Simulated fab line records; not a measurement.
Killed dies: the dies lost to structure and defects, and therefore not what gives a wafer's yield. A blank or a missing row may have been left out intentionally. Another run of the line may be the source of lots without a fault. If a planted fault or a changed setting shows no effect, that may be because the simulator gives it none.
fab line records    flow sky130
record: lots: 6  wafers: 18  last-day: 50
route steps=708 shown VT_ADJUST_HVTP@94 VT_ADJUST_LVTN@97 VT_ADJUST_NCORE@119 VT_ADJUST_HVTR@131 PAD_OPEN@708
lots that met no fault: taken from a fault-free run of the same line
start-h: hours from the record's opening day to when the first of the lot's shown wafers began    wait-h: hours elapsed since this lot's preceding step    " repeats the value in the row above    L1.1+2: a row that stands for several wafers    - either no value or no given start    * or withheld: withheld    < > ~ a bound
route shown NAME@n: names a module that has steps shown in the file, with the first one's number in the route    usual: mean/standard deviation taken from wafers without a fault    same: alike in all rows    chamber/n: place in a boat    sites: each site's reading    _std_site: the values' standard deviation    _edge_site: the outer-site mean with the inner-site mean subtracted    radius-mm: how far each site lies from the wafer's centre    mask NAME#n: copy n    behind: tool/chamber where the wafer was last shaped    hold: what put the lot on hold/how long, in hours/how the hold closed    device: names the non-switching transistor (n, p or np)    end of line: the tests these same wafers got at the end of their route    a step given without rows: its recipe and nothing more    killed: the dies lost at the first sort to structure and to defects; this is not the yield of the wafer    map: shows each die of a wafer: x if killed, . if not, _ if none is there
set.NAME: the run value of the setting; set.NAME@STEP: its run value at that earlier step    model.NAME: the simulator's own value behind a step, which no gauge read
lots seen at some steps along the route; tables by step, rows by wafer
services: when a tool's chamber went out of use (start-h, in hours from the record's first day, below 0 if earlier), for how many hours, and the reason
== steps ==
step: SKY_VT_ADJUST_HVTP_IMPLANT_09
recipe: species: As  energy-kev: 150  dose-cm2: 4.3e+12  tilt-deg: withheld
step: SKY_VT_ADJUST_HVTP_STRIP_10
recipe: chemistry: O2/N2  power-w: 1400  pressure-mtorr: 1500  platen-temp-c: withheld  o2-flow-sccm: 3000  n2-flow-sccm: 300  overash-fraction: 0.5
usual: chamber-pressure-mTorr: 1500.0/1.3  drypump-motor-current-A: 6.1/0.53  oes-product-au: 0.716/0.0045  strip-time-to-endpoint-s: 14.17/0.034
lot.wafer  tool             chamber  start-h  wait-h  chamber-pressure-mTorr  drypump-motor-current-A  oes-product-au  rf-hours-counter-h  strip-time-to-endpoint-s
L984.2     plasma-asher-04  1        131.70   0.1     1499.8                  5.8                      0.706           44                  14.18
L984.3     "                1        "        "       1500.6                  5.8                      0.714           -                   14.15
L984.6     "                0        "        "       1500.3                  6.6                      0.723           -                   14.17
L992.1     plasma-asher-04  1        171.11   0.2     1501.4                  5.8                      0.713           48                  14.14
L992.3     "                1        "        "       1500.6                  5.8                      0.718           -                   14.11
L992.5     "                0        "        "       1499.1                  6.6                      0.711           -                   14.14
L993.2     plasma-asher-01  0        179.41   0.1     1500.7                  6.6                      0.717           6                   14.11
L993.3     "                0        "        "       1499.8                  6.6                      0.717           -                   14.15
L993.5     "                0        "        "       1499.1                  6.6                      0.710           -                   14.19
L999.2     plasma-asher-01  1        218.36   0.1     1498.1                  5.8                      0.728           10                  14.19
L999.3     "                1        "        "       1499.6                  5.8                      0.714           -                   14.17
L999.5     "                1        "        "       1500.9                  5.8                      0.712           -                   14.15
L101.2     plasma-asher-04  0        232.20   0.1     1502.2                  6.6                      0.716           55                  14.21
L101.4     "                1        "        "       1500.5                  5.8                      0.715           -                   14.16
L101.5     "                0        "        "       1501.0                  6.6                      0.715           -                   14.16
L107.2     plasma-asher-01  1        277.48   0.1     1499.1                  5.8                      0.721           16                  14.14
L107.4     "                1        "        "       1501.2                  5.8                      0.718           -                   14.14
L107.5     "                1        "        "       1499.7                  5.8                      0.720           -                   14.17
step: SKY_VT_ADJUST_HVTP_TW_MEAS_11
usual: VT_ADJUST_HVTP_TW: 1363/15
lot.wafer  tool           chamber  start-h  wait-h  VT_ADJUST_HVTP_TW
L984.2     film-metro-03  -        131.81   0.1     1364
L984.3     "              -        "        "       1354
L984.6     "              -        "        "       1358
L992.1     film-metro-03  -        171.21   0.1     1365
L992.3     "              -        "        "       1364
L992.5     "              -        "        "       1363
L993.2     film-metro-03  -        179.52   0.1     1372
L993.3     "              -        "        "       1369
L993.5     "              -        "        "       1374
L999.2     film-metro-04  -        218.47   0.1     1379
L999.3     "              -        "        "       1381
L999.5     "              -        "        "       1374
L101.2     film-metro-04  -        232.33   0.1     1381
L101.4     "              -        "        "       1385
L101.5     "              -        "        "       1387
L107.2     film-metro-04  -        277.59   0.1     1367
L107.4     "              -        "        "       1362
L107.5     "              -        "        "       1368
step: SKY_VT_ADJUST_LVTN_DEHYDRATE_00
recipe: temp-c: 200  time-s: 60
step: SKY_VT_ADJUST_LVTN_HMDS_01
recipe: prime-time-s: 60  prime-temp-c: 120
step: SKY_VT_ADJUST_LVTN_COAT_02
recipe: spin-rpm: 2000  resist-thk-nm: 3000
step: SKY_VT_ADJUST_LVTN_SOFTBAKE_03
recipe: temp-c: 110  time-s: withheld
step: SKY_VT_ADJUST_LVTN_EXPOSE_04
recipe: mask-id: NWM_COMPLEMENT_LESS_NATIVE  na: 0.6  source-shape: conventional  sigma-outer: 0.6  polarization: unpolarized  target-cd-nm: 840  dose-mj: 194
step: SKY_VT_ADJUST_LVTN_PEB_05
recipe: temp-c: 115  time-s: withheld
step: SKY_VT_ADJUST_LVTN_DEVELOP_06
recipe: wall-angle-deg: 90  developer: TMAH  develop-time-s: 60  dev-temp-c: 23
step: SKY_VT_ADJUST_LVTN_OVL_MEAS_07
usual: VT_ADJUST_LVTN_OVL: 1.2/1.2
lot.wafer  tool        chamber  start-h  wait-h  VT_ADJUST_LVTN_OVL[nm]
L984.2     overlay-01  -        151.11   -       0.8
L984.3     "           -        "        "       0.8
L984.6     "           -        "        "       0.7
L992.1     overlay-01  -        192.08   -       3.3
L992.3     "           -        "        "       2.8
L992.5     "           -        "        "       3.8
L993.2     overlay-02  -        201.05   -       2.2
L993.3     "           -        "        "       2.7
L993.5     "           -        "        "       2.4
L999.2     overlay-02  -        241.66   -       1.9
L999.3     "           -        "        "       2.6
L999.5     "           -        "        "       0.6
L101.2     overlay-01  -        255.83   -       2.5
L101.4     "           -        "        "       2.7
L101.5     "           -        "        "       2.2
L107.2     overlay-01  -        302.65   -       0.2
L107.4     "           -        "        "       -0.8
L107.5     "           -        "        "       0.2
step: SKY_VT_ADJUST_LVTN_IMPLANT_08
recipe: species: B  energy-kev: 30  dose-cm2: 1.57e+12  tilt-deg: withheld
step: SKY_VT_ADJUST_LVTN_STRIP_09
recipe: chemistry: O2/N2  power-w: 1400  pressure-mtorr: 1500  platen-temp-c: withheld  o2-flow-sccm: 3000  n2-flow-sccm: 300  overash-fraction: 0.5
usual: chamber-pressure-mTorr: 1500.1/1.3  drypump-motor-current-A: 5.9/0.51  oes-product-au: 0.722/0.005  strip-time-to-endpoint-s: 36.96/0.094
lot.wafer  tool             chamber  start-h  wait-h  chamber-pressure-mTorr  drypump-motor-current-A  oes-product-au  rf-hours-counter-h  strip-time-to-endpoint-s
L984.2     plasma-asher-02  1        151.29   0.1     1499.6                  6.1                      0.726           34                  37.00
L984.3     "                0        "        "       1501.1                  5.0                      0.732           -                   36.90
L984.6     "                1        "        "       1499.8                  6.1                      0.719           -                   36.86
L992.1     plasma-asher-02  1        192.26   0.1     1499.0                  6.1                      0.722           38                  36.90
L992.3     "                0        "        "       1500.2                  5.0                      0.719           -                   36.84
L992.5     "                0        "        "       1498.1                  4.9                      0.727           -                   36.91
L993.2     plasma-asher-02  1        201.23   0.1     1498.9                  6.1                      0.719           38                  36.90
L993.3     "                1        "        "       1499.3                  6.0                      0.727           -                   37.05
L993.5     "                1        "        "       1498.4                  6.1                      0.713           -                   36.96
L999.2     plasma-asher-03  1        241.84   0.1     1501.0                  6.2                      0.724           53                  37.07
L999.3     "                0        "        "       1498.3                  5.9                      0.723           -                   37.02
L999.5     "                0        "        "       1500.3                  5.9                      0.728           -                   37.07
L101.2     plasma-asher-03  0        256.01   0.1     1500.8                  5.9                      0.728           55                  36.91
L101.4     "                1        "        "       1499.4                  6.2                      0.719           -                   36.94
L101.5     "                1        "        "       1501.9                  6.2                      0.718           -                   36.83
L107.2     plasma-asher-01  1        302.83   0.1     1501.6                  5.8                      0.719           18                  36.96
L107.4     "                0        "        "       1499.9                  6.6                      0.725           -                   36.90
L107.5     "                1        "        "       1499.2                  5.8                      0.722           -                   37.01
step: SKY_VT_ADJUST_LVTN_TW_MEAS_10
usual: VT_ADJUST_LVTN_TW: 240.2/2.3
lot.wafer  tool           chamber  start-h  wait-h  VT_ADJUST_LVTN_TW
L984.2     film-metro-01  -        151.40   0.1     240.3
L984.3     "              -        "        "       239.1
L984.6     "              -        "        "       240.3
L992.1     film-metro-01  -        192.36   0.1     238.6
L992.3     "              -        "        "       240.4
L992.5     "              -        "        "       239.7
L993.2     film-metro-01  -        201.34   0.1     239.9
L993.3     "              -        "        "       239.2
L993.5     "              -        "        "       239.2
L999.2     film-metro-02  -        241.95   0.1     239.0
L999.3     "              -        "        "       238.7
L999.5     "              -        "        "       239.1
L101.2     film-metro-01  -        256.12   0.1     237.7
L101.4     "              -        "        "       237.7
L101.5     "              -        "        "       237.5
L107.2     film-metro-01  -        302.94   0.1     239.3
L107.4     "              -        "        "       240.5
L107.5     "              -        "        "       238.1
step: SKY_VT_ADJUST_LVTN_DEHYDRATE_11
recipe: temp-c: 200  time-s: 60
step: SKY_VT_ADJUST_LVTN_HMDS_12
recipe: prime-time-s: 60  prime-temp-c: 120
step: SKY_VT_ADJUST_LVTN_COAT_13
recipe: resist: NOVOLAK  spin-rpm: 3000  resist-thk-nm: 1140
step: SKY_VT_ADJUST_LVTN_SOFTBAKE_14
recipe: temp-c: 90  time-s: 60  resist: NOVOLAK
step: SKY_VT_ADJUST_LVTN_EXPOSE_15
recipe: mask-id: HVN_STD_DERIVED  na: 0.6  source-shape: conventional  sigma-outer: 0.6  polarization: unpolarized  target-cd-nm: 600  dose-mj: 163
step: SKY_VT_ADJUST_LVTN_PEB_16
recipe: temp-c: withheld  time-s: *  resist: NOVOLAK
step: SKY_VT_ADJUST_LVTN_DEVELOP_17
recipe: resist: NOVOLAK  developer: TMAH  develop-time-s: 60  dev-temp-c: 23
step: SKY_VT_ADJUST_LVTN_OVL_MEAS_18
usual: VT_ADJUST_LVTN_01_OVL: -0.4/1.5
lot.wafer  tool        chamber  start-h  wait-h  VT_ADJUST_LVTN_01_OVL[nm]
L984.2     overlay-02  -        170.10   0.1     2.4
L984.3     "           -        "        "       1.4
L984.6     "           -        "        "       2.5
L992.1     overlay-01  -        214.03   0.1     -1.4
L992.3     "           -        "        "       -3.0
L992.5     "           -        "        "       -2.9
L993.2     overlay-01  -        223.20   0.1     -1.4
L993.3     "           -        "        "       -0.8
L993.5     "           -        "        "       1.2
L999.2     overlay-02  -        266.00   0.1     -0.4
L999.3     "           -        "        "       -0.7
L999.5     "           -        "        "       -1.1
L101.2     overlay-02  -        280.04   0.1     1.9
L101.4     "           -        "        "       2.2
L101.5     "           -        "        "       3.3
L107.2     overlay-02  -        329.29   0.1     -4.2
L107.4     "           -        "        "       -2.7
L107.5     "           -        "        "       -2.2
step: SKY_VT_ADJUST_LVTN_IMPLANT_19
recipe: species: B  energy-kev: 30  dose-cm2: 6.5e+11  tilt-deg: withheld
step: SKY_VT_ADJUST_LVTN_STRIP_20
recipe: chemistry: O2/N2  power-w: 1400  pressure-mtorr: 1500  platen-temp-c: withheld  o2-flow-sccm: 3000  n2-flow-sccm: 300  overash-fraction: 0.5
usual: chamber-pressure-mTorr: 1500.1/1.4  drypump-motor-current-A: 5.9/0.51  oes-product-au: 0.716/0.0042  strip-time-to-endpoint-s: 14.18/0.039
lot.wafer  tool             chamber  start-h  wait-h  chamber-pressure-mTorr  drypump-motor-current-A  oes-product-au  rf-hours-counter-h  strip-time-to-endpoint-s
L984.2     plasma-asher-01  0        170.28   0.1     1498.0                  6.7                      0.718           6                   14.15
L984.3     "                0        "        "       1500.6                  6.7                      0.714           -                   14.18
L984.6     "                0        "        "       1500.3                  6.7                      0.714           -                   14.20
L992.1     plasma-asher-01  0        214.21   0.1     1500.7                  6.6                      0.715           10                  14.17
L992.3     "                1        "        "       1498.2                  5.8                      0.717           -                   14.17
L992.5     "                0        "        "       1500.0                  6.6                      0.714           -                   14.21
L993.2     plasma-asher-02  0        223.38   0.1     1499.9                  4.9                      0.713           41                  14.21
L993.3     "                1        "        "       1501.7                  6.0                      0.716           -                   14.20
L993.5     "                1        "        "       1502.4                  6.0                      0.725           -                   14.23
L999.2     plasma-asher-02  0        266.18   0.1     1501.7                  4.9                      0.722           45                  14.17
L999.3     "                1        "        "       1499.4                  6.1                      0.716           -                   14.14
L999.5     "                0        "        "       1498.3                  5.0                      0.712           -                   14.14
L101.2     plasma-asher-01  1        280.22   0.1     1499.6                  5.8                      0.707           16                  14.18
L101.4     "                1        "        "       1499.0                  5.8                      0.724           -                   14.14
L101.5     "                0        "        "       1500.8                  6.6                      0.705           -                   14.20
L107.2     plasma-asher-02  1        329.47   0.1     1502.3                  6.1                      0.718           51                  14.14
L107.4     "                1        "        "       1499.2                  6.1                      0.706           -                   14.14
L107.5     "                0        "        "       1497.3                  5.0                      0.717           -                   14.19
step: SKY_VT_ADJUST_LVTN_TW_MEAS_21
usual: VT_ADJUST_LVTN_2_TW: 187.6/1.8
lot.wafer  tool           chamber  start-h  wait-h  VT_ADJUST_LVTN_2_TW
L984.2     film-metro-03  -        170.39   0.1     190.3
L984.3     "              -        "        "       190.2
L984.6     "              -        "        "       190.0
L992.1     film-metro-02  -        214.31   0.1     186.4
L992.3     "              -        "        "       186.1
L992.5     "              -        "        "       187.0
L993.2     film-metro-01  -        223.49   0.1     187.9
L993.3     "              -        "        "       187.9
L993.5     "              -        "        "       186.5
L999.2     film-metro-01  -        266.29   0.1     186.6
L999.3     "              -        "        "       186.8
L999.5     "              -        "        "       186.3
L101.2     film-metro-01  -        280.33   0.1     186.9
L101.4     "              -        "        "       186.5
L101.5     "              -        "        "       186.9
L107.2     film-metro-03  -        329.58   0.1     190.8
L107.4     "              -        "        "       190.7
L107.5     "              -        "        "       190.2
step: SKY_VT_ADJUST_NCORE_DEHYDRATE_00
recipe: temp-c: 200  time-s: 60
step: SKY_VT_ADJUST_NCORE_HMDS_01
recipe: prime-time-s: 60  prime-temp-c: 120
step: SKY_VT_ADJUST_NCORE_COAT_02
recipe: resist: NOVOLAK  spin-rpm: 3000  resist-thk-nm: 1140
step: SKY_VT_ADJUST_NCORE_SOFTBAKE_03
recipe: temp-c: 90  time-s: 60  resist: NOVOLAK
step: SKY_VT_ADJUST_NCORE_EXPOSE_04
recipe: mask-id: LVTN_COMPLEMENT_THIN  na: 0.6  source-shape: conventional  sigma-outer: 0.6  polarization: unpolarized  target-cd-nm: 380  dose-mj: 139
step: SKY_VT_ADJUST_NCORE_PEB_05
recipe: temp-c: withheld  time-s: *  resist: NOVOLAK
step: SKY_VT_ADJUST_NCORE_DEVELOP_06
recipe: resist: NOVOLAK  developer: TMAH  develop-time-s: 60  dev-temp-c: 23
step: SKY_VT_ADJUST_NCORE_CD_MEAS_07
recipe: target-cd-nm: 380
usual: cd-nm: 380.3/2.9
lot.wafer  tool       chamber  start-h  wait-h  cd-nm
L984.2     cd-sem-02  -        190.95   0.1     379.6
L984.3     "          -        "        "       381.1
L984.6     "          -        "        "       381.4
L992.1     cd-sem-01  -        237.43   0.1     375.0
L992.3     "          -        "        "       376.3
L992.5     "          -        "        "       376.6
L993.2     cd-sem-02  -        245.39   0.1     377.8
L993.3     "          -        "        "       378.6
L993.5     "          -        "        "       379.1
L999.2     cd-sem-01  -        290.52   0.1     381.7
L999.3     "          -        "        "       381.6
L999.5     "          -        "        "       382.3
L101.2     cd-sem-01  -        304.87   0.1     378.2
L101.4     "          -        "        "       379.1
L101.5     "          -        "        "       381.4
L107.2     cd-sem-02  -        355.44   0.1     377.5
L107.4     "          -        "        "       376.4
L107.5     "          -        "        "       377.6
step: SKY_VT_ADJUST_NCORE_OVL_MEAS_08
usual: VT_ADJUST_NCORE_OVL: 0.7/1.3
lot.wafer  tool        chamber  start-h  wait-h  VT_ADJUST_NCORE_OVL[nm]
L984.2     overlay-01  -        191.05   0.1     -0.3
L984.3     "           -        "        "       0.4
L984.6     "           -        "        "       0.2
L992.1     overlay-01  -        237.55   0.1     -1.4
L992.3     "           -        "        "       -2.3
L992.5     "           -        "        "       -1.4
L993.2     overlay-01  -        245.50   0.1     1.0
L993.3     "           -        "        "       0.6
L993.5     "           -        "        "       1.3
L999.2     overlay-01  -        290.63   0.1     -0.6
L999.3     "           -        "        "       -0.3
L999.5     "           -        "        "       -0.8
L101.2     overlay-02  -        304.98   0.1     0.9
L101.4     "           -        "        "       2.7
L101.5     "           -        "        "       1.1
L107.2     overlay-02  -        355.55   0.1     2.7
L107.4     "           -        "        "       2.6
L107.5     "           -        "        "       2.6
step: SKY_VT_ADJUST_NCORE_IMPLANT_09
recipe: species: B  energy-kev: 10  dose-cm2: 2.4e+12  tilt-deg: withheld
step: SKY_VT_ADJUST_NCORE_STRIP_10
recipe: chemistry: O2/N2  power-w: 1400  pressure-mtorr: 1500  platen-temp-c: withheld  o2-flow-sccm: 3000  n2-flow-sccm: 300  overash-fraction: 0.5
usual: chamber-pressure-mTorr: 1499.9/1.3  drypump-motor-current-A: 5.9/0.54  oes-product-au: 0.716/0.0044  strip-time-to-endpoint-s: 14.19/0.04
lot.wafer  tool             chamber  start-h  wait-h  chamber-pressure-mTorr  drypump-motor-current-A  oes-product-au  rf-hours-counter-h  strip-time-to-endpoint-s
L984.2     plasma-asher-03  1        191.23   0.1     1498.5                  6.2                      0.711           49                  14.22
L984.3     "                1        "        "       1499.4                  6.2                      0.713           -                   14.17
L984.6     "                1        "        "       1500.7                  6.2                      0.722           -                   14.20
L992.1     plasma-asher-03  0        237.73   0.1     1498.4                  5.9                      0.716           53                  14.16
L992.3     "                0        "        "       1500.1                  6.0                      0.710           -                   14.15
L992.5     "                0        "        "       1501.9                  6.0                      0.718           -                   14.15
L993.2     plasma-asher-02  0        245.68   0.1     1500.1                  5.0                      0.713           43                  14.26
L993.3     "                1        "        "       1500.1                  6.1                      0.712           -                   14.29
L993.5     "                0        "        "       1497.9                  4.9                      0.724           -                   14.29
L999.2     plasma-asher-04  0        290.81   0.1     1498.9                  6.6                      0.721           60                  14.14
L999.3     "                1        "        "       1499.8                  5.8                      0.714           -                   14.15
L999.5     "                1        "        "       1497.4                  5.8                      0.714           -                   14.17
L101.2     plasma-asher-04  0        305.16   0.1     1499.9                  6.6                      0.715           62                  14.21
L101.4     "                1        "        "       1499.8                  5.8                      0.715           -                   14.22
L101.5     "                0        "        "       1500.0                  6.6                      0.722           -                   14.22
L107.2     plasma-asher-03  0        355.73   0.1     1498.9                  6.0                      0.720           64                  14.14
L107.4     "                0        "        "       1501.8                  5.9                      0.710           -                   14.15
L107.5     "                0        "        "       1499.2                  5.9                      0.720           -                   14.13
step: SKY_VT_ADJUST_NCORE_TW_MEAS_11
usual: VT_ADJUST_NCORE_TW: 217.9/1.9
lot.wafer  tool           chamber  start-h  wait-h  VT_ADJUST_NCORE_TW
L984.2     film-metro-02  -        191.34   0.1     216.8
L984.3     "              -        "        "       216.7
L984.6     "              -        "        "       216.4
L992.1     film-metro-02  -        237.83   0.1     216.8
L992.3     "              -        "        "       216.4
L992.5     "              -        "        "       216.8
L993.2     film-metro-02  -        245.79   0.1     217.4
L993.3     "              -        "        "       217.7
L993.5     "              -        "        "       217.6
L999.2     film-metro-02  -        290.92   0.1     218.7
L999.3     "              -        "        "       217.4
L999.5     "              -        "        "       218.5
L101.2     film-metro-02  -        305.27   0.1     219.3
L101.4     "              -        "        "       219.1
L101.5     "              -        "        "       218.3
L107.2     film-metro-02  -        355.84   0.1     217.9
L107.4     "              -        "        "       217.3
L107.5     "              -        "        "       217.1
step: SKY_VT_ADJUST_HVTR_DEHYDRATE_00
recipe: temp-c: 200  time-s: 60
step: SKY_VT_ADJUST_HVTR_HMDS_01
recipe: prime-time-s: 60  prime-temp-c: 120
step: SKY_VT_ADJUST_HVTR_COAT_02
recipe: resist: NOVOLAK  spin-rpm: 3000  resist-thk-nm: 1140
step: SKY_VT_ADJUST_HVTR_SOFTBAKE_03
recipe: temp-c: 90  time-s: 60  resist: NOVOLAK
step: SKY_VT_ADJUST_HVTR_EXPOSE_04
recipe: mask-id: HVTRM  target-cd-nm: 380  na: 0.6  source-shape: conventional  sigma-outer: 0.6  dose-mj: 150
step: SKY_PAD_OPEN_PROBE_99
usual: killed_at_M0_to_M3: 44/7.4  killed_at_M4_up: 3.0/1.8  killed-at-contacts: 24/5.1  killed-at-front-end: 15/4.3  killed-at-other: 0.3/0.54  killed-dies: 86/9.9  killed-open: 47/7.1  killed-short: 38/6.7
same: gross-dies: 492  killed-at-back-side: 0
lot.wafer  tool       chamber  start-h  wait-h  killed_at_M0_to_M3  killed_at_M4_up  killed-at-contacts  killed-at-front-end  killed-at-other  killed-dies  killed-open  killed-short
L984.2     prober-02  -        1090.64  0.1     35                  5                22                  18                   0                80           42           38
L984.3     prober-02  -        1090.69  0.2     40                  5                23                  15                   0                83           41           42
L984.6     prober-02  -        1090.84  0.2     37                  1                12                  18                   0                68           38           30
L992.1     prober-01  -        1132.15  0.1     39                  2                24                  34                   1                100          37           39
L992.3     prober-01  -        1132.25  0.2     34                  4                25                  55                   0                118          40           38
L992.5     prober-01  -        1132.35  0.2     36                  3                30                  44                   0                113          43           36
L993.2     prober-01  -        1144.03  0.1     50                  3                30                  41                   0                124          65           35
L993.3     prober-01  -        1144.08  0.2     45                  2                26                  33                   0                106          47           33
L993.5     prober-01  -        1144.18  0.2     56                  3                17                  39                   0                115          53           38
L999.2     prober-01  -        1168.44  0.1     40                  6                37                  12                   1                96           60           36
L999.3     prober-01  -        1168.49  0.2     47                  5                30                  17                   0                99           50           49
L999.5     prober-01  -        1168.59  0.2     52                  2                21                  19                   0                94           55           39
L101.2     prober-01  -        1179.31  0.1     61                  3                27                  11                   0                102          57           45
L101.4     prober-01  -        1179.41  0.2     40                  2                27                  10                   0                79           46           33
L101.5     prober-01  -        1179.46  0.2     46                  1                33                  20                   1                101          55           46
L107.2     prober-02  -        1208.69  0.1     32                  7                19                  20                   0                78           45           33
L107.4     prober-02  -        1208.79  0.2     53                  3                31                  16                   0                103          67           36
L107.5     prober-02  -        1208.84  0.2     48                  0                25                  19                   0                92           43           49
killed by level:class
L984.2 CONTACT:geometric-particle:open=11 VIA1:geometric-particle:open=7 CONTACT:geometric-particle:short=6 FIELD_ISO:geometric-particle:short=5 VIA1:geometric-particle:short=5 METAL2:geometric-particle:short=5 VIA2:geometric-particle:open=5 POLY_GATE:geometric-particle:open=4
L984.3 VIA1:geometric-particle:open=11 CONTACT:geometric-particle:open=9 VIA2:geometric-particle:open=6 VIA1:geometric-particle:short=6 POLY_GATE:geometric-particle:short=5 LOCAL_INTERCONNECT:geometric-particle:short=5 METAL4:geometric-particle:short=5 METAL1:geometric-particle:short=4
L984.6 VIA1:geometric-particle:open=9 VIA2:geometric-particle:open=7 LI_CONTACT:geometric-particle:open=6 FIELD_ISO:geometric-particle:open=5 FIELD_ISO:geometric-particle:short=5 METAL1:geometric-particle:short=4 VIA1:geometric-particle:short=4 VIA2:geometric-particle:short=4
L992.1 VT_ADJUST_LVTN:unspecified=24 CONTACT:geometric-particle:short=9 CONTACT:geometric-particle:open=8 METAL2:geometric-particle:short=7 VIA2:geometric-particle:open=7 METAL1:geometric-particle:short=4 VIA1:geometric-particle:short=4 VIA1:geometric-particle:open=4
L992.3 VT_ADJUST_LVTN:unspecified=40 CONTACT:geometric-particle:open=9 VIA1:geometric-particle:open=8 LI_CONTACT:geometric-particle:open=7 METAL1:geometric-particle:short=5 VIA1:geometric-particle:short=5 LOCAL_INTERCONNECT:geometric-particle:short=4 METAL4:geometric-particle:short=4
L992.5 VT_ADJUST_LVTN:unspecified=34 CONTACT:geometric-particle:open=8 CONTACT:geometric-particle:short=8 VIA1:geometric-particle:open=7 VIA2:geometric-particle:open=7 METAL1:geometric-particle:short=6 POLY_GATE:geometric-particle:open=4 LI_CONTACT:geometric-particle:open=4
L993.2 VT_ADJUST_LVTN:unspecified=24 VIA1:geometric-particle:open=21 CONTACT:geometric-particle:open=13 FIELD_ISO:geometric-particle:open=6 LI_CONTACT:geometric-particle:open=6 METAL1:geometric-particle:short=6 VIA3:geometric-particle:short=5 VIA3:geometric-particle:open=5
L993.3 VT_ADJUST_LVTN:unspecified=26 VIA1:geometric-particle:open=10 CONTACT:geometric-particle:open=9 METAL2:geometric-particle:short=7 METAL1:geometric-particle:short=6 LI_CONTACT:geometric-particle:open=6 VIA3:geometric-particle:open=6 LOCAL_INTERCONNECT:geometric-particle:short=5
L993.5 VT_ADJUST_LVTN:unspecified=24 VIA1:geometric-particle:open=13 VIA3:geometric-particle:open=7 LI_CONTACT:geometric-particle:open=7 VIA2:geometric-particle:open=7 METAL2:geometric-particle:short=6 FIELD_ISO:geometric-particle:open=5 CONTACT:geometric-particle:open=5
L999.2 CONTACT:geometric-particle:open=12 LI_CONTACT:geometric-particle:open=11 VIA1:geometric-particle:open=11 VIA2:geometric-particle:open=11 CONTACT:geometric-particle:short=7 POLY_GATE:geometric-particle:open=5 FIELD_ISO:geometric-particle:short=4 METAL4:geometric-particle:short=4
L999.3 VIA1:geometric-particle:open=13 LI_CONTACT:geometric-particle:open=13 VIA1:geometric-particle:short=9 FIELD_ISO:geometric-particle:short=6 CONTACT:geometric-particle:open=6 METAL2:geometric-particle:short=6 LOCAL_INTERCONNECT:geometric-particle:short=4 CONTACT:geometric-particle:short=4
L999.5 VIA1:geometric-particle:open=10 CONTACT:geometric-particle:open=8 METAL1:geometric-particle:short=8 METAL2:geometric-particle:short=7 FIELD_ISO:geometric-particle:open=6 LI_CONTACT:geometric-particle:open=6 VIA2:geometric-particle:open=6 VIA1:geometric-particle:short=5
L101.2 VIA1:geometric-particle:open=12 CONTACT:geometric-particle:open=11 VIA2:geometric-particle:open=9 VIA3:geometric-particle:open=8 METAL2:geometric-particle:short=7 LI_CONTACT:geometric-particle:open=6 METAL1:geometric-particle:short=5 VIA1:geometric-particle:short=5
L101.4 CONTACT:geometric-particle:open=13 VIA1:geometric-particle:open=9 VIA3:geometric-particle:open=7 VIA1:geometric-particle:short=6 LOCAL_INTERCONNECT:geometric-particle:short=6 VIA2:geometric-particle:open=6 CONTACT:geometric-particle:short=5 METAL2:geometric-particle:short=5
L101.5 CONTACT:geometric-particle:open=16 METAL2:geometric-particle:short=11 VIA1:geometric-particle:open=9 CONTACT:geometric-particle:short=7 POLY_GATE:geometric-particle:open=6 VIA3:geometric-particle:open=5 VIA2:geometric-particle:open=5 VIA2:geometric-particle:short=5
L107.2 VIA1:geometric-particle:open=10 CONTACT:geometric-particle:open=8 FIELD_ISO:geometric-particle:open=7 VIA2:geometric-particle:open=6 METAL4:geometric-particle:short=6 LI_CONTACT:geometric-particle:open=5 FIELD_ISO:geometric-particle:short=4 SPACER:geometric-particle:short=4
L107.4 VIA1:geometric-particle:open=23 CONTACT:geometric-particle:open=14 LI_CONTACT:geometric-particle:open=7 LOCAL_INTERCONNECT:geometric-particle:short=6 VIA1:geometric-particle:short=6 METAL1:geometric-particle:short=5 POLY_GATE:geometric-particle:open=4 SPACER:geometric-particle:short=4
L107.5 VIA1:geometric-particle:open=10 METAL2:geometric-particle:short=10 CONTACT:geometric-particle:short=7 CONTACT:geometric-particle:open=7 FIELD_ISO:geometric-particle:short=6 VIA3:geometric-particle:open=6 LOCAL_INTERCONNECT:geometric-particle:short=5 VIA1:geometric-particle:short=5
map L992.3 (x killed, . not)
__________......xxxx_________
________........xxxxxx_______
______.....x.x.xxxxxxxxx_____
_____.......x.xxxxxxxxxx.____
____..x.........xxxxxx.x..___
___........xx....x.xxxx....__
__......x..x......x.x....x.._
_..x...........xxx..x...x....
_....x.......x..............x
_....x..x.........x.x.x.x..x.
_.x..........x...x.......xx..
_..x...x..............x......
_.x........xxx............x..
_...x...x.....x.xx.x......xxx
_x..x.......x.xx.x...........
__.....x...x................_
___........x......x......x.__
____x......xx..x..........___
_____........x...x....x..____
______xxx.......x.x..x.._____
________......x......._______
__________..x....xx._________
map L993.2 (x killed, . not)
__________x..x....x._________
________..........x..._______
______...x..x..x........_____
_____.x...........x.x.xxx____
____xx..............x.xxxx___
___.x...x.xxx.x...x..xxxxxx__
__.x..xxxxx...xxx..x...xxxxx_
_..x...x.................xxxx
_.........x..............xxxx
_..xx......xx.x.....xx.....x.
_........x....x...x.......x..
_.......x.......x....x....xx.
_......x.........xx...x......
_..x.x...xx.....x.x.....x...x
_x.............x.xx...x...x..
__..x...xx....x...x.xx...x.._
___.......x............x...__
____.........x...x.x...xxx___
_____x.......x.xx........____
______.....x....x....x.._____
________...xx....xx..._______
__________...xx....x_________
== services ==
tool             chamber  start-h  hours  kind
plasma-asher-01  -        108.75   9.0    pm
plasma-asher-01  0        108.75   9.0    vent-cycle
plasma-asher-01  1        108.75   9.0    vent-cycle
plasma-asher-01  0        117.75   -      clean
plasma-asher-01  1        117.75   -      clean
plasma-asher-03  -        144.88   0.7    repair
plasma-asher-02  -        155.12   2.2    repair
plasma-asher-03  -        156.42   13.1   repair
plasma-asher-03  -        168.40   0.4    repair
plasma-asher-03  -        213.50   2.7    repair
plasma-asher-01  -        255.79   0.8    repair
plasma-asher-01  -        257.47   2.8    pm
plasma-asher-03  -        306.54   2.8    pm
== key ==
first-sign: step: SKY_PAD_OPEN_PROBE_99  reading: killed-at-front-end  direction: up  sigmas: 6  usual: 15  struck: 41
effect: step: SKY_PAD_OPEN_PROBE_99  reading: killed-dies  direction: up  sigmas: 2.7  usual: 86  struck: 113  wafers-moved: 4
met-at SKY_VT_ADJUST_LVTN_STRIP_09
struck-wafers L992.1,L992.3,L992.5,L993.2,L993.3,L993.5
tester-left-out L992,L993
onset-between 151.29 192.26
fault: kind: chamber-particle-source  tool: plasma-asher-02  chamber: -  onset-h: 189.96  steps: SKY_VT_ADJUST_LVTN_STRIP_09  rate-per-visit-cm2: 0.70513  end-h: 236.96
tester-left-out: of these lots the tester's yield and bins aren't shown, on N5 and GAA mostly nor the transistor test; their killed dies are dies lost to structure and defects alone, not to doping, threshold or leakage, so they don't give the yield
